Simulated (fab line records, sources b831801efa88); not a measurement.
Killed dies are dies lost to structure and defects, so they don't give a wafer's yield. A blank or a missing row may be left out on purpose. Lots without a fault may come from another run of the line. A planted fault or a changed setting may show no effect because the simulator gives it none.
Which tool did it? | flow sky130 | 6 lots, 18 wafers sampled, at 2 steps of a route of 708

WHAT THE GAUGES READ, wafer by wafer
SKY_VT_ADJUST_LVTN_TW_MEAS_21.
lot  | measured     | on            | VT_ADJUST_LVTN_2_TW
L264 | day 8 13:46  | film_metro-02 | 188.1 187.9 188.6
L266 | day 8 15:07  | film_metro-01 | 190.5 189.9 190.4
L268 | day 9 05:54  | film_metro-04 | 187.1 186.5 187.4
L271 | day 10 03:14 | film_metro-04 | 185.8 186.1 186.1
L279 | day 12 07:19 | film_metro-01 | 179.0 178.4 178.4
L283 | day 13 08:20 | film_metro-04 | 188.8 188.4 188.7

WHICH TOOL RAN EACH LOT (tool, then ch and the chambers of the sampled wafers, then the start)
lot  | SKY_VT_ADJUST_LVTN_IMPLANT_19
L264 | implanter-02 ch 0, day 8 13:31
L266 | implanter-03 ch 0, day 8 14:54
L268 | implanter-03 ch 0, day 9 05:39
L271 | implanter-03 ch 0, day 10 02:59
L279 | implanter-02 ch 0, day 12 07:04
L283 | implanter-03 ch 0, day 13 08:07
- SKY_VT_ADJUST_LVTN_IMPLANT_19

THE ANSWER, worked out from the rows above alone
Rule: what is usual is taken from the lots themselves. Put in order of their means at a reading, lots are off if they are a third of the lots or fewer, leave a main group of 4 or more, and stand apart from it by a gap of 3 or more times the standard deviation of the main group's means; of several such gaps the widest counts. A main group whose means are all the same, to the digits that the tables above print for the reading, isn't used. A lot without any number at a reading at which 4 lots or more have one is off too. The other lots that the step has rows for count as sound.
Off: L279, at SKY_VT_ADJUST_LVTN_TW_MEAS_21 (VT_ADJUST_LVTN_2_TW). The main group: mean 188.0, standard deviation 1.5.
A tool fits if, at a process step before that reading, it ran every lot that is off, and no sound lot after the first of them. The gauges at SKY_VT_ADJUST_LVTN_TW_MEAS_21 are tried like those tools. Can't be told from this: 2 tools fit, implanter-02 at SKY_VT_ADJUST_LVTN_IMPLANT_19, film_metro-01 at SKY_VT_ADJUST_LVTN_TW_MEAS_21.

WHAT THE SIMULATOR HAD PUT IN
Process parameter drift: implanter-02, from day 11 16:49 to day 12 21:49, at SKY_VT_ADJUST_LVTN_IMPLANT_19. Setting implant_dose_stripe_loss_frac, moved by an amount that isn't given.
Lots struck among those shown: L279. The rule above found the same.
